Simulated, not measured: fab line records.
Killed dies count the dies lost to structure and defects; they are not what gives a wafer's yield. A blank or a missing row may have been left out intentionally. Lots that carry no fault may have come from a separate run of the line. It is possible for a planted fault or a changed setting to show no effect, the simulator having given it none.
A lot that was struck, set against a sound lot -- flow gf180mcu -- 17 out of 602 route steps
Sound: the wafers L712.3, L712.4, L712.5. Struck: wafer L721.3. (L721.2 of the same lot was not struck and is left out.) The cause comes at the end.
Per side, at each step with rows, come the tool, then ch with its chambers, and then its first start. Under that, the readings that differ: sound wafers -- struck wafers -- difference of the means -- sigmas: that difference in standard deviations of wafers without a fault.
alike: a reading whose means differ by less than 2 such deviations, as well as words and numbers matching on both sides. not compared: withheld readings; readings where some wafer has no value; bounds like >300 that might hide an equal value; numbers whose values overlap and for which the record gives no deviation.
A row with sigmas, a row that says differs or no value, or rows on one side alone: a step with any of these is where the two part. When numbers do not overlap yet have no deviation, they are printed without sigmas and do not part them. A reading that every wafer of one side lacks parts them only if that side has two wafers or more.

first, 3 steps without rows for these wafers: GF_V3_EXPOSE_11 (exposes mask Via3, target cd 260 nm); GF_V3_PEB_12 (peb time 90 s); GF_V3_DEVELOP_13 (develop time 60 s).
GF_V3_CD_MEAS_14: the cd target is 260 nm.
  struck on cd sem-02, day 29 03:07; sound on cd sem-01, day 26 08:09
  alike: cd nm
GF_V3_OVL_MEAS_15:
  struck on overlay-02, day 29 03:13; sound on overlay-02, day 26 08:14
  alike: V3_OVL
then, 1 step without rows for these wafers: GF_V3_ETCH_16 (etches BARC in N2/H2).
GF_V3_ETCH_17: etches SiO2 in C4F8/O2/Ar, stops on TiN, target depth 635 nm.
  sound on rie diel-01 ch 1,2; struck on rie diel-03 ch 1
  alike: oes product au
GF_V3_STRIP_18: strips in O2/N2.
  sound on plasma asher-03 ch 0,1, day 26 08:26; struck on plasma asher-04 ch 0, day 29 03:23
  alike: drypump motor current A, heater power w, oes product au
  not compared: rf hours counter h
then, 2 steps without rows for these wafers: GF_V3_STRIP_19 (strips in post etch residue remover, time 1200 s); GF_V3_CLEAN_20 (cleans in DIW).
GF_V3_SPUTTER_21: material Ti, target thk 15 nm, time 80.02 s.
  struck on pvd sputter-04, day 29 03:55; sound on pvd sputter-01, day 26 08:56
  alike: throttle valve pct
GF_V3_SPUTTER_22: material TiN, target thk 10 nm, time 40 s.
  struck on pvd sputter-04, day 29 03:59; sound on pvd sputter-01, day 26 08:59
  alike: throttle valve pct
GF_V3_CVD_23: deposits W, target thk 350 nm, time 104.9 s.
  sound on cvd w-01 ch 0,1, day 26 09:04; struck on cvd w-01 ch 1, day 29 04:01
reading,sound,struck,difference,sigmas
model.W_of_V3_CVD_23.thk nm (nm),342.7 348.9 343.5,471.7,+126.7,
  alike: heater power w
GF_V3_RS_MEAS_24: measures by four-point-probe.
  struck on film metro-01, day 29 04:09; sound on film metro-04, day 26 09:11
reading,sound,struck,difference,sigmas
V3_W_RS (ohm/sq),0.3348 0.3284 0.3332,0.2419,-0.0902,-33
GF_V3_THK_MEAS_25: measures by xrf.
  struck on film metro-01, day 29 04:16; sound on film metro-04, day 26 09:17
reading,sound,struck,difference,sigmas
V3_W_THK (nm),341 348 341,463,+120,+33
GF_V3_CMP_26: polishes, stops on SiO2, t overpolish 15 s, target thk 0 nm.
  sound on cmp-01 ch 0,1,2, day 26 09:25; struck on cmp-01 ch 1, day 29 04:19
reading,sound,struck,difference,sigmas
time to endpoint s (s),83.1 90.1 88.0,116.1,+29.0,+11
  alike: motor current A
GF_M4_SPUTTER_00: material Ti, target thk 37.5 nm, time 150 s.
  struck on pvd sputter-03, day 29 04:37; sound on pvd sputter-03, day 26 09:37
  alike: throttle valve pct

== WHERE THEY PART ==
Earliest at GF_V3_RS_MEAS_24; latest, in this record, at GF_V3_CMP_26. Later steps at which nothing parts them and some readings are alike: GF_M4_SPUTTER_00.

WHY: the cause the simulator had injected
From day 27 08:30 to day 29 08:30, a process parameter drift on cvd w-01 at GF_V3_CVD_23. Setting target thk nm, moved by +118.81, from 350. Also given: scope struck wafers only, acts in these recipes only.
